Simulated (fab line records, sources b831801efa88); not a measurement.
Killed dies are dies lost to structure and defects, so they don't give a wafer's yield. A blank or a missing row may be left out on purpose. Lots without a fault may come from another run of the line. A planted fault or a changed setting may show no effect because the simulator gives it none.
Tool commonality check | flow sky130 | 10 lots, 30 wafers sampled

WHY IT WAS OPENED
At SKY_CAP2M_RS_MEAS_03 the reading CAP2M_TIN_RS is flagged on 2 of 10 lots. Wafers without a fault read 6.87 ohm/sq, standard deviation 0.053.
Rule: a lot is flagged when every wafer of it that has a number lies more than 4 standard deviations from that mean, or none has a number. The other lots count as sound.

lot  | measured     | on            | CAP2M_TIN_RS (ohm/sq), wafer by wafer | flag
L464 | day 39 13:39 | film_metro-01 | 6.88 6.82 6.94                        |
L466 | day 40 12:35 | film_metro-03 | 6.88 6.94 6.85                        |
L468 | day 41 00:31 | film_metro-03 | 6.89 6.84 6.88                        |
L470 | day 41 10:50 | film_metro-03 | 6.83 6.81 6.74                        |
L471 | day 41 17:27 | film_metro-04 | 6.81 6.76 6.79                        |
L476 | day 43 04:46 | film_metro-04 | 6.91 6.90 6.89                        |
L481 | day 44 11:53 | film_metro-04 | 6.87 6.92 6.86                        |
L482 | day 44 17:18 | film_metro-04 | 8.31 8.48 8.40                        | FLAGGED
L483 | day 44 20:35 | film_metro-01 | 8.47 8.55 8.37                        | FLAGGED
L487 | day 45 21:10 | film_metro-04 | 6.80 6.87 6.82                        |
The numbers of the flagged lots are 8.43 ohm/sq on average: +1.56 ohm/sq against the usual, or +29 standard deviations.

WHICH TOOL RAN EACH LOT
The record holds 3 process steps before the reading, out of a route of 708 steps. In each cell: the tool, then ch and the chambers that the sampled wafers went through, then the start.
lot  | flag    | SKY_VIA3_ETCH_14                   | SKY_METAL4_SPUTTER_00        | SKY_CAP2M_SPUTTER_02
L464 |         | rie_diel-02 ch 1,2,3, day 39 11:56 | pvd_sputter-03, day 39 13:18 | pvd_sputter-01, day 39 13:32
L466 |         | rie_diel-03 ch 0,1,3, day 40 10:49 | pvd_sputter-01, day 40 12:13 | pvd_sputter-03, day 40 12:27
L468 |         | rie_diel-03 ch 1,2, day 40 22:47   | pvd_sputter-02, day 41 00:09 | pvd_sputter-04, day 41 00:23
L470 |         | rie_diel-03 ch 0,1,3, day 41 08:41 | pvd_sputter-02, day 41 10:29 | pvd_sputter-01, day 41 10:44
L471 |         | rie_diel-02 ch 0,2,3, day 41 15:38 | pvd_sputter-03, day 41 17:07 | pvd_sputter-01, day 41 17:20
L476 |         | rie_diel-02 ch 0,2, day 43 03:02   | pvd_sputter-02, day 43 04:24 | pvd_sputter-04, day 43 04:38
L481 |         | rie_diel-03 ch 0,1,2, day 44 10:08 | pvd_sputter-01, day 44 11:31 | pvd_sputter-03, day 44 11:45
L482 | FLAGGED | rie_diel-03 ch 0,1,3, day 44 15:26 | pvd_sputter-02, day 44 16:58 | pvd_sputter-03, day 44 17:11
L483 | FLAGGED | rie_diel-04 ch 0,2,3, day 44 18:14 | pvd_sputter-01, day 44 20:10 | pvd_sputter-03, day 44 20:25
L487 |         | rie_diel-04 ch 0,1, day 45 19:26   | pvd_sputter-03, day 45 20:49 | pvd_sputter-04, day 45 21:03
What these steps do:
- SKY_VIA3_ETCH_14: etches BARC in N2/H2, stops on SiO2, time 45.9 s, target depth 60 nm.
- SKY_METAL4_SPUTTER_00: material Ti, target thk 15 nm, time 10 s.
- SKY_CAP2M_SPUTTER_02: material TiN, target thk 200 nm, time 166.7 s.
- SKY_CAP2M_RS_MEAS_03: measures by four-point-probe.

FLAGGED OVER TOTAL, TOOL BY TOOL (the gauges that took the reading come last)
step                  | tool           | lots run | flagged | share of the flagged lots | sound lots run after its first flagged lot
SKY_VIA3_ETCH_14      | rie_diel-02    | 3        | 0       | none                      | -
SKY_VIA3_ETCH_14      | rie_diel-03    | 5        | 1       | some                      | 0
SKY_VIA3_ETCH_14      | rie_diel-04    | 2        | 1       | some                      | 1 (L487)
SKY_METAL4_SPUTTER_00 | pvd_sputter-01 | 3        | 1       | some                      | 0
SKY_METAL4_SPUTTER_00 | pvd_sputter-02 | 4        | 1       | some                      | 0
SKY_METAL4_SPUTTER_00 | pvd_sputter-03 | 3        | 0       | none                      | -
SKY_CAP2M_SPUTTER_02  | pvd_sputter-01 | 3        | 0       | none                      | -
SKY_CAP2M_SPUTTER_02  | pvd_sputter-03 | 4        | 2       | all                       | 0
SKY_CAP2M_SPUTTER_02  | pvd_sputter-04 | 3        | 0       | none                      | -
SKY_CAP2M_RS_MEAS_03  | film_metro-01  | 2        | 1       | some                      | 0
SKY_CAP2M_RS_MEAS_03  | film_metro-03  | 3        | 0       | none                      | -
SKY_CAP2M_RS_MEAS_03  | film_metro-04  | 5        | 1       | some                      | 1 (L487)

WHAT THE TABLE ALLOWS
1 row of the table ran every flagged lot: pvd_sputter-03 at SKY_CAP2M_SPUTTER_02.
- pvd_sputter-03 at SKY_CAP2M_SPUTTER_02: 2 of its 4 lots flagged. Its last sound lot is L481 (day 44 11:45), its first flagged lot L482 (day 44 17:11): a fault that began between those two fits.
One tool is left: pvd_sputter-03 at SKY_CAP2M_SPUTTER_02.

WHAT THE SIMULATOR HAD PUT IN
Process parameter drift: pvd_sputter-03, from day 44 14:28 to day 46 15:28, at SKY_CAP2M_SPUTTER_02. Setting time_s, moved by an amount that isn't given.
Lots struck among those shown: L482, L483. The rule above found the same.
